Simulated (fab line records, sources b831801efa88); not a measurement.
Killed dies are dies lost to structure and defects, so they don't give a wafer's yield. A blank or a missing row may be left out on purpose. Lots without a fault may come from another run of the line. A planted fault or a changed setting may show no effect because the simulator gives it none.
Which tool did it? | flow sky130 | 12 lots, 36 wafers sampled, at 5 steps of a route of 708

WHAT THE GAUGES READ, wafer by wafer
SKY_SD_N_RS_MEAS_16: measures by four-point-probe. Usual: SD_N_RS 68.57 ohm/sq, standard deviation 0.11.
lot  | measured     | on            | SD_N_RS (ohm/sq)  | flag
L753 | day 28 04:44 | film_metro-02 | 68.50 68.49 68.59 |
L754 | day 28 12:37 | film_metro-04 | 68.76 68.59 68.76 |
L756 | day 29 08:40 | film_metro-02 | 68.49 68.57 68.47 |
L759 | day 30 05:35 | film_metro-03 | 68.55 68.68 68.76 |
L761 | day 30 14:23 | film_metro-02 | 68.43 68.42 68.42 |
L762 | day 30 18:31 | film_metro-03 | 68.50 68.62 68.47 |
L766 | day 32 09:46 | film_metro-03 | 68.65 68.49 68.48 |
L769 | day 33 04:43 | film_metro-04 | 68.38 68.55 68.76 |
L771 | day 34 06:14 | film_metro-04 | 68.60 68.67 68.70 |
L772 | day 34 13:37 | film_metro-04 | 68.61 68.49 68.51 |
L774 | day 34 19:49 | film_metro-03 | 68.76 68.56 68.51 |
L775 | day 35 02:58 | film_metro-02 | 68.53 68.43 68.42 |

SKY_LOCAL_INTERCONNECT_CD_MEAS_11: target cd 170 nm. Usual: cd_nm 169.9 nm, standard deviation 1.2.
lot  | measured     | on        | cd_nm (nm)        | flag
L753 | day 30 15:46 | cd_sem-01 | 169.6 170.7 169.5 |
L754 | day 30 23:17 | cd_sem-01 | 169.4 167.9 168.8 |
L756 | day 31 18:11 | cd_sem-01 | 170.5 170.7 170.6 |
L759 | day 32 14:58 | cd_sem-01 | 169.9 170.7 169.0 |
L761 | day 32 22:58 | cd_sem-01 | 169.3 168.9 168.7 |
L762 | day 33 04:14 | cd_sem-01 | 168.6 170.5 169.6 |
L766 | day 34 16:36 | cd_sem-02 | 170.5 170.2 170.5 |
L769 | day 35 11:25 | cd_sem-01 | 169.7 170.5 171.4 |
L771 | day 36 13:24 | cd_sem-02 | 152.7 153.3 153.2 | OFF
L772 | day 36 20:20 | cd_sem-02 | 149.7 150.3 150.8 | OFF
L774 | day 37 02:05 | cd_sem-02 | 157.1 156.5 155.5 | OFF
L775 | day 37 09:15 | cd_sem-02 | 158.9 157.8 157.2 | OFF

SKY_CONTACT_BOW_MEAS_05. Usual: CONTACT_BOW 80 um, standard deviation 7.1.
lot  | measured     | on            | CONTACT_BOW (um) | flag
L753 | day 30 17:10 | film_metro-01 | 97 80 86         |
L754 | day 31 00:41 | film_metro-03 | 85 67 84         |
L756 | day 31 19:35 | film_metro-03 | 84 71 70         |
L759 | day 32 16:22 | film_metro-02 | 78 68 86         |
L761 | day 33 00:21 | film_metro-02 | 74 78 85         |
L762 | day 33 06:09 | film_metro-01 | 76 88 83         |
L766 | day 34 18:06 | film_metro-01 | 80 79 88         |
L769 | day 35 13:17 | film_metro-01 | 89 87 87         |
L771 | day 36 14:47 | film_metro-01 | 65 83 83         |
L772 | day 36 21:43 | film_metro-02 | 80 72 85         |
L774 | day 37 03:29 | film_metro-01 | 85 82 91         |
L775 | day 37 10:39 | film_metro-01 | 57 71 74         |

WHICH TOOL RAN EACH LOT (tool, then ch and the chambers of the sampled wafers, then the start)
lot  | SKY_LOCAL_INTERCONNECT_SPUTTER_00 | SKY_LOCAL_INTERCONNECT_EXPOSE_08
L753 | pvd_sputter-03, day 29 11:07      | krf_scanner-01 ch 0, day 30 01:32
L754 | pvd_sputter-01, day 29 19:11      | krf_scanner-02 ch 0, day 30 09:28
L756 | pvd_sputter-03, day 30 14:53      | krf_scanner-02 ch 0, day 31 04:08
L759 | pvd_sputter-04, day 31 11:38      | krf_scanner-02 ch 0, day 32 01:44
L761 | pvd_sputter-03, day 31 20:04      | krf_scanner-01 ch 0, day 32 09:22
L762 | pvd_sputter-03, day 32 00:37      | krf_scanner-01 ch 0, day 32 14:43
L766 | pvd_sputter-03, day 33 14:23      | krf_scanner-01 ch 0, day 34 03:50
L769 | pvd_sputter-04, day 34 09:26      | krf_scanner-02 ch 0, day 34 22:25
L771 | pvd_sputter-03, day 35 10:53      | krf_scanner-01 ch 0, day 36 00:29
L772 | pvd_sputter-03, day 35 18:11      | krf_scanner-01 ch 0, day 36 07:12
L774 | pvd_sputter-03, day 36 00:17      | krf_scanner-01 ch 0, day 36 13:44
L775 | pvd_sputter-01, day 36 07:13      | krf_scanner-01 ch 0, day 36 20:54
- SKY_LOCAL_INTERCONNECT_SPUTTER_00: material TiN, target thk 100 nm, time 83.3 s.
- SKY_LOCAL_INTERCONNECT_EXPOSE_08: exposes mask LI1M, target cd 170 nm.

WHAT THE TOOLS THEMSELVES READ (means of the sampled wafers that have a number; where no wafer has one, the mark that the record gives instead)
SKY_LOCAL_INTERCONNECT_SPUTTER_00. Usual: susceptor_temp_C 299.99 C, standard deviation 0.18; throttle_valve_pct 30.1 %, standard deviation 1.1.
lot  | tool           | susceptor_temp_C (C) | throttle_valve_pct (%) | flag
L753 | pvd_sputter-03 | 300.21               | 30.3                   |
L754 | pvd_sputter-01 | 299.91               | 30.7                   |
L756 | pvd_sputter-03 | 300.00               | 29.6                   |
L759 | pvd_sputter-04 | 299.91               | 30.6                   |
L761 | pvd_sputter-03 | 300.02               | 29.4                   |
L762 | pvd_sputter-03 | 299.82               | 29.6                   |
L766 | pvd_sputter-03 | 300.11               | 30.1                   |
L769 | pvd_sputter-04 | 299.91               | 29.6                   |
L771 | pvd_sputter-03 | 299.76               | 30.1                   |
L772 | pvd_sputter-03 | 299.87               | 30.0                   |
L774 | pvd_sputter-03 | 300.02               | 29.8                   |
L775 | pvd_sputter-01 | 299.95               | 30.9                   |

SKY_LOCAL_INTERCONNECT_EXPOSE_08. Usual: exposure_dose_mJ_cm2 27.96, standard deviation 0.037; focus_offset_nm 0.0 nm, standard deviation 0.52.
lot  | tool           | exposure_dose_mJ_cm2 | focus_offset_nm (nm) | flag
L753 | krf_scanner-01 | 28.02                | -0.6                 |
L754 | krf_scanner-02 | 27.94                | 0.1                  |
L756 | krf_scanner-02 | 27.96                | 0.0                  |
L759 | krf_scanner-02 | 27.95                | 0.2                  |
L761 | krf_scanner-01 | 28.00                | 0.9                  |
L762 | krf_scanner-01 | 28.01                | 0.2                  |
L766 | krf_scanner-01 | 27.98                | -0.4                 |
L769 | krf_scanner-02 | 27.94                | 0.4                  |
L771 | krf_scanner-01 | 30.53                | 0.1                  | OFF
L772 | krf_scanner-01 | 30.51                | 0.4                  | OFF
L774 | krf_scanner-01 | 30.01                | 0.0                  | OFF
L775 | krf_scanner-01 | 29.59                | 0.1                  | OFF

THE ANSWER, worked out from the rows above alone
Rule: a lot is off if the mean of its wafers that have a number lies more than 3 standard deviations from the usual mean. A lot without any number at a reading at which 4 lots or more have one is off too. The other lots that the step has rows for count as sound. The gauges are gone through in route order, then the tools' own readings, and for those a lot's mean is taken as printed above. The first step at which some lot is off is used, and at that step the reading that is off furthest; a lot without a number counts as furthest.
Off: L771, L772, L774, L775, at SKY_LOCAL_INTERCONNECT_CD_MEAS_11 (cd_nm).
A tool fits if, at a process step before that reading, it ran every lot that is off, and no sound lot after the first of them. The gauges at SKY_LOCAL_INTERCONNECT_CD_MEAS_11 aren't tried: what is off there is off at SKY_LOCAL_INTERCONNECT_EXPOSE_08 too, on other tools, and a gauge's error can't cause that. One fits: krf_scanner-01 at SKY_LOCAL_INTERCONNECT_EXPOSE_08. Its last sound lot is L766 (day 34 03:50), its first lot that is off L771 (day 36 00:29): a fault that began between those two fits.
The tool's own readings at SKY_LOCAL_INTERCONNECT_EXPOSE_08 bear it out: on the lots that are off they differ by more than 5 times the standard deviation of the sound lots' means. exposure_dose_mJ_cm2 reads 30.16 there against 27.98 on the sound lots.

WHAT THE SIMULATOR HAD PUT IN
Process parameter drift: krf_scanner-01, from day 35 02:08 on, at SKY_LOCAL_INTERCONNECT_EXPOSE_08. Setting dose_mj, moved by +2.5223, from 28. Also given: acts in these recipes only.
Lots struck among those shown: L771, L772, L774, L775. The rule above found the same.
